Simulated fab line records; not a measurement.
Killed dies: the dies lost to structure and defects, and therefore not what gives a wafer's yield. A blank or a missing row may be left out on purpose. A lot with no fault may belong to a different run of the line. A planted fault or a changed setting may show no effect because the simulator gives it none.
Which tool did it?	flow sky130	Sampling: 13 lots, 39 wafers, 6 of 708 route steps

== WHAT THE GAUGES SHOWED, per wafer ==
SKY_POLY_GATE_OVL_MEAS_14. Usual: for POLY_GATE_OVL the level is -2 nm and the standard deviation is 6.5.
lot	measured	on	POLY_GATE_OVL (nm)	flag
L759	day 16 05:50	overlay-01	15 5 11	
L761	day 17 07:33	overlay-02	-7 3 4	
L762	day 17 16:47	overlay-02	3 -1 -1	
L763	day 17 17:38	overlay-02	-9 -13 -7	
L764	day 18 04:11	overlay-02	-1 9 -3	
L769	day 21 08:08	overlay-02	-1 -8 3	
L772	day 21 11:19	overlay-02	-5 -4 -12	
L771	day 21 14:38	overlay-02	-12 -11 -18	
L777	day 22 19:20	overlay-02	9 1 4	
L776	day 22 20:17	overlay-02	4 0 0	
L778	day 23 05:56	overlay-01	-4 -8 -6	
L779	day 23 14:26	overlay-01	2 2 4	
L781	day 24 10:11	overlay-02	-1 6 0	

SKY_LDD_N_OVL_MEAS_07. Usual: for LDD_N_OVL the level is 0.0 nm and the standard deviation is 1.3.
lot	measured	on	LDD_N_OVL (nm)	flag
L759	day 17 14:04	overlay-01	-0.4 -1.1 -1.1	
L761	day 18 16:00	overlay-02	0.0 1.1 1.4	
L762	day 19 05:04	overlay-01	0.3 -1.1 0.8	
L763	day 19 05:22	overlay-02	0.8 -1.1 0.6	
L764	day 19 17:11	overlay-02	0.8 -1.8 0.0	
L769	day 22 16:43	overlay-01	-1.2 -1.0 -3.0	
L772	day 22 23:07	overlay-02	-2.2 -1.5 -3.8	
L771	day 22 23:32	overlay-01	1.2 1.0 0.2	
L777	day 24 03:28	overlay-01	0.7 1.3 -0.7	
L776	day 24 04:01	overlay-02	2.6 2.1 1.3	
L778	day 24 13:46	overlay-01	-0.5 -2.3 -2.3	
L779	day 24 22:37	overlay-02	-1.1 -0.6 -0.8	
L781	day 25 17:04	overlay-01	-0.5 1.1 0.7	

SKY_LDD_HVN_OVL_MEAS_07. Usual: for LDD_HVN_OVL the level is 1.2 nm and the standard deviation is 1.3.
lot	measured	on	LDD_HVN_OVL (nm)	flag
L759	day 20 02:14	overlay-01	2.4 3.1 2.5	
L761	day 21 06:06	overlay-02	2.4 2.2 1.9	
L762	day 21 19:25	overlay-01	0.8 2.2 0.9	
L763	day 21 19:26	overlay-02	1.8 1.7 1.6	
L764	day 22 08:28	overlay-02	2.6 1.6 2.8	
L769	day 25 06:25	overlay-02	- - -	OFF
L772	day 25 11:26	overlay-02	-0.1 2.0 1.4	
L771	day 25 12:19	overlay-02	0.5 1.1 -0.2	
L777	day 26 15:35	overlay-01	1.7 2.0 2.0	
L776	day 26 16:41	overlay-01	0.9 1.3 0.2	
L778	day 27 03:02	overlay-02	3.5 2.8 3.4	
L779	day 27 10:35	overlay-01	1.6 0.0 1.5	
L781	day 28 04:32	overlay-01	0.8 -0.9 0.6	

SKY_LDD_HVN_TW_MEAS_10. Usual: for LDD_HVN_TW the level is 1436 and the standard deviation is 13.
lot	measured	on	LDD_HVN_TW	flag
L759	day 20 02:32	filmMetro-02	1438 1436 1439	
L761	day 21 06:23	filmMetro-04	1453 1461 1451	
L762	day 21 19:42	filmMetro-02	1441 1439 1435	
L763	day 21 19:43	filmMetro-01	1416 1424 1415	
L764	day 22 08:44	filmMetro-04	1443 1456 1442	
L769	day 25 06:42	filmMetro-04	30 30 30	OFF
L772	day 25 11:43	filmMetro-02	1441 1450 1442	
L771	day 25 12:36	filmMetro-01	1423 1415 1417	
L777	day 26 15:53	filmMetro-02	1437 1440 1439	
L776	day 26 16:58	filmMetro-01	1426 1420 1419	
L778	day 27 03:19	filmMetro-01	1420 1417 1421	
L779	day 27 10:53	filmMetro-01	1421 1424 1420	
L781	day 28 04:50	filmMetro-04	1453 1457 1459	

== TOOL THAT RAN EACH LOT (tool first, then ch and the chambers of the sampled wafers, then the start) ==
lot	SKY_POLY_GATE_ETCH_16	SKY_LDD_HVN_EXPOSE_04
L759	rieDiel-02 ch 1,3, day 16 05:57	ilineStepper-02 ch 0, day 19 12:09
L761	rieDiel-03 ch 0,1, day 17 07:40	ilineStepper-02 ch 0, day 20 14:09
L762	rieDiel-01 ch 0,1,2, day 17 16:55	ilineStepper-01 ch 0, day 21 03:43
L763	rieDiel-02 ch 0,1,2, day 17 17:45	ilineStepper-02 ch 0, day 21 04:01
L764	rieDiel-02 ch 0,1,2, day 18 04:18	ilineStepper-01 ch 0, day 21 16:55
L769	rieDiel-02 ch 0,1, day 21 08:14	ilineStepper-02 ch 0, day 24 15:22
L772	rieDiel-02 ch 1,2,3, day 21 11:26	ilineStepper-02 ch 0, day 24 21:05
L771	rieDiel-01 ch 0,1,2, day 21 14:45	ilineStepper-01 ch 0, day 24 21:50
L777	rieDiel-02 ch 1,2,3, day 22 19:27	ilineStepper-02 ch 0, day 26 01:59
L776	rieDiel-01 ch 1,2,3, day 22 20:24	ilineStepper-02 ch 0, day 26 02:43
L778	rieDiel-02 ch 0,2,3, day 23 06:03	ilineStepper-02 ch 0, day 26 12:04
L779	rieDiel-02 ch 2,3, day 23 14:33	ilineStepper-02 ch 0, day 26 19:32
L781	rieDiel-03 ch 0,3, day 24 10:18	ilineStepper-02 ch 0, day 27 14:31
- SKY_POLY_GATE_ETCH_16: etches Si3N4 in CH3F/O2, stops on poly-Si, time 147.5 s, target depth 75 nm.
- SKY_LDD_HVN_EXPOSE_04: exposes mask HVNTM, target cd 700 nm.

== AS READ BY THE TOOLS THEMSELVES (means over the sampled wafers that have a number; for cases with no such wafer, the mark the record gives instead) ==
SKY_POLY_GATE_ETCH_16. Usual: drypumpMotorCurrentA 5.8 A, standard deviation 0.45; oesProductAu 0.639 a.u., standard deviation 0.0056; throttleValvePct 10.535 %, standard deviation 0.0089.
lot	tool	drypumpMotorCurrentA (A)	oesProductAu (a.u.)	throttleValvePct (%)	flag
L759	rieDiel-02	5.5	0.640	10.537	
L761	rieDiel-03	5.7	0.633	10.531	
L762	rieDiel-01	5.7	0.639	10.538	
L763	rieDiel-02	5.7	0.646	10.537	
L764	rieDiel-02	5.7	0.639	10.526	
L769	rieDiel-02	5.8	0.640	10.531	
L772	rieDiel-02	5.6	0.642	10.533	
L771	rieDiel-01	5.7	0.634	10.535	
L777	rieDiel-02	5.6	0.640	10.528	
L776	rieDiel-01	5.7	0.644	10.537	
L778	rieDiel-02	6.1	0.643	10.528	
L779	rieDiel-02	5.9	0.639	10.537	
L781	rieDiel-03	6.2	0.638	10.539	

SKY_LDD_HVN_EXPOSE_04. Usual: reticleTempC at 23.03 C, with a standard deviation of 0.12.
lot	tool	reticleTempC (C)	flag
L759	ilineStepper-02	23.05	
L761	ilineStepper-02	23.06	
L762	ilineStepper-01	23.02	
L763	ilineStepper-02	22.96	
L764	ilineStepper-01	22.95	
L769	ilineStepper-02	23.13	
L772	ilineStepper-02	22.91	
L771	ilineStepper-01	23.15	
L777	ilineStepper-02	22.87	
L776	ilineStepper-02	23.07	
L778	ilineStepper-02	23.15	
L779	ilineStepper-02	23.11	
L781	ilineStepper-02	23.02	

== THE ANSWER, worked out from the rows above alone ==
Rule: a lot counts as off when the mean over its wafers that have a number is more than 3 standard deviations away from the usual mean. A lot without any number at a reading at which 4 lots or more have one is off too. Any other lot the step has rows for is counted as sound. Order of review: gauges by route order, followed by the tools' own readings, for which a lot's mean as printed above is used. At the first step where some lot is off, the reading lying furthest off is the one used; lots without a number count as furthest.
Off: L769, at SKY_LDD_HVN_OVL_MEAS_07 (LDD_HVN_OVL). Without a number there: L769.
A tool fits if, at a process step before that reading, it ran every lot that is off, and no sound lot after the first of them. The gauges at SKY_LDD_HVN_OVL_MEAS_07 aren't tried: what is off there is off at SKY_LDD_HVN_TW_MEAS_10 too, on other tools, and a gauge's error can't cause that. Not one of the candidates tried fits.

== WHAT HAD BEEN PUT IN BY THE SIMULATOR ==
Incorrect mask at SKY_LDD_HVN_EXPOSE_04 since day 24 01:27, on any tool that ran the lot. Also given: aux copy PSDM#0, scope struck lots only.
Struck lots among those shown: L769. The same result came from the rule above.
